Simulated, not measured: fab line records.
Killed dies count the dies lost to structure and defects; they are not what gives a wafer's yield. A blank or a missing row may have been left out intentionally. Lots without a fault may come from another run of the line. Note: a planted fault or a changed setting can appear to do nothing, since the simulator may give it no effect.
Which tool is to blame? / flow gf180mcu / 42 wafers sampled from 14 lots at 1 step of a route of 602

WHAT THE GAUGES READ, wafer by wafer
GF_V3_THK_MEAS_25: measures by xrf. Usual: V3_W_THK gives 353 nm (standard deviation 4.8).
lot=L659; measured=day 22 16:03; on=filmMetro-01; V3_W_THK (nm)=351 363 361; flag=
lot=L662; measured=day 24 09:25; on=filmMetro-02; V3_W_THK (nm)=355 350 355; flag=
lot=L663; measured=day 24 10:58; on=filmMetro-02; V3_W_THK (nm)=357 349 355; flag=
lot=L666; measured=day 25 14:45; on=filmMetro-04; V3_W_THK (nm)=355 358 349; flag=
lot=L667; measured=day 25 22:25; on=filmMetro-04; V3_W_THK (nm)=346 357 352; flag=
lot=L669; measured=day 26 13:07; on=filmMetro-02; V3_W_THK (nm)=354 350 350; flag=
lot=L670; measured=day 26 18:28; on=filmMetro-02; V3_W_THK (nm)=352 347 344; flag=
lot=L673; measured=day 27 13:43; on=filmMetro-04; V3_W_THK (nm)=361 353 350; flag=
lot=L677; measured=day 28 22:29; on=filmMetro-02; V3_W_THK (nm)=348 345 349; flag=
lot=L678; measured=day 29 01:09; on=filmMetro-04; V3_W_THK (nm)=354 355 356; flag=
lot=L679; measured=day 29 12:21; on=filmMetro-04; V3_W_THK (nm)=355 351 357; flag=
lot=L680; measured=day 29 17:25; on=filmMetro-01; V3_W_THK (nm)=352 345 350; flag=
lot=L681; measured=day 30 05:31; on=filmMetro-04; V3_W_THK (nm)=359 357 356; flag=
lot=L682; measured=day 30 11:40; on=filmMetro-02; V3_W_THK (nm)=356 354 351; flag=

WHAT TOOL EACH LOT RAN ON (gives the tool, then ch and the chambers of the sampled wafers, and finally the start)
There is no process step in the record ahead of these readings.

WHAT THE TOOLS THEMSELVES READ (means of the sampled wafers that have a number; where no wafer has one, the mark that the record gives instead)
The record holds no such reading with a usual standard deviation.

THE ANSWER, worked out from the rows above alone
Rule: a lot counts as off when the mean over its wafers that have a number is more than 3 standard deviations away from the usual mean. Also off: a lot with no number at a reading for which 4 or more lots have one. All remaining lots with rows at the step are treated as sound. Order of review: gauges by route order, followed by the tools' own readings, for which a lot's mean as printed above is used. The first step at which some lot is off is used, and at that step the reading that is off furthest; a lot without a number counts as furthest.
No lot is off on any of the readings shown, so nothing can be concluded from this.

WHAT HAD BEEN PUT IN BY THE SIMULATOR
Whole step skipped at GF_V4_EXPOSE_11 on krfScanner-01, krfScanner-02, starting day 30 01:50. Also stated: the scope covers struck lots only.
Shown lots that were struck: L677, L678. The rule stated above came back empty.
